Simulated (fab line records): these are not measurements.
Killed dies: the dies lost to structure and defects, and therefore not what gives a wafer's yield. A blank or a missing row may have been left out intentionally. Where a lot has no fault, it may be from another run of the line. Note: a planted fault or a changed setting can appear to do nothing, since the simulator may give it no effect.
Matching of chambers -- flow gf180mcu -- rieDiel-04 running GF_V5_ETCH_16: 4 sister chambers
The step etches BARC in N2/H2. 16 wafers are shown with their chamber, then 8 later ones without.

== WAFERS, EACH WITH ITS CHAMBER ==
wafer,chamber,drypumpMotorCurrentA (A),rfFwdPowerW (W),throttleValvePct (%)
L076.3,3,6.2,493.8,13.229
L076.5,1,6.5,491.7,13.221
L076.6,2,5.6,495.1,13.218
L079.3,2,5.6,495.7,13.215
L079.5,0,5.3,494.7,13.234
L079.6,1,6.5,489.5,13.225
L083.3,2,5.7,493.3,13.231
L083.4,1,6.5,491.1,13.228
L083.6,3,6.3,495.8,13.224
L084.2,0,5.3,498.1,13.216
L084.5,0,5.3,495.0,13.240
L084.6,1,6.5,490.6,13.225
L085.2,1,6.5,492.1,13.225
L085.3,3,6.3,491.9,13.212
L085.6,0,5.3,499.7,13.244
L090.2,2,5.6,499.3,13.233

SIGNATURES, as means of the wafers listed above
reading,chamber 0,chamber 1,chamber 2,chamber 3,scatter within a chamber
drypumpMotorCurrentA,5.300,6.500,5.625,6.267,0.0344
rfFwdPowerW,496.875,491.000,495.850,493.833,2.01
throttleValvePct,13.23350,13.22480,13.22425,13.22167,0.00858
Rule: a wafer's distance from a chamber is the root of the sum, over the readings, of the square of ((its reading less the chamber's mean) divided by the reading's scatter). The wafer belongs to the nearest chamber; if the next one is less than 2 further off, it can't be placed. The scatter: the root of (the sum of the squares of (reading less its chamber's mean) over the shown wafers, divided by (wafers less chambers)).

== WAFERS MISSING THEIR CHAMBER ==
wafer,drypumpMotorCurrentA (A),rfFwdPowerW (W),throttleValvePct (%)
L090.3,6.5,492.3,13.228
L090.6,5.4,495.5,13.213
L091.2,5.4,497.6,13.216
L091.4,6.3,494.3,13.226
L091.5,5.4,497.4,13.239
L097.4,6.3,494.0,13.237
L097.5,6.3,494.8,13.215
L097.6,5.3,496.8,13.219

== WHICH CHAMBER EACH ONE RAN IN ==
wafer,from the rows above,in truth
L090.3,1,1
L090.6,0,0
L091.2,0,0
L091.4,3,3
L091.5,0,0
L097.4,3,3
L097.5,3,3
L097.6,0,0
Correct placement for 8 of the 8. Left unplaced by these rows: 0. Placed wrongly: 0.
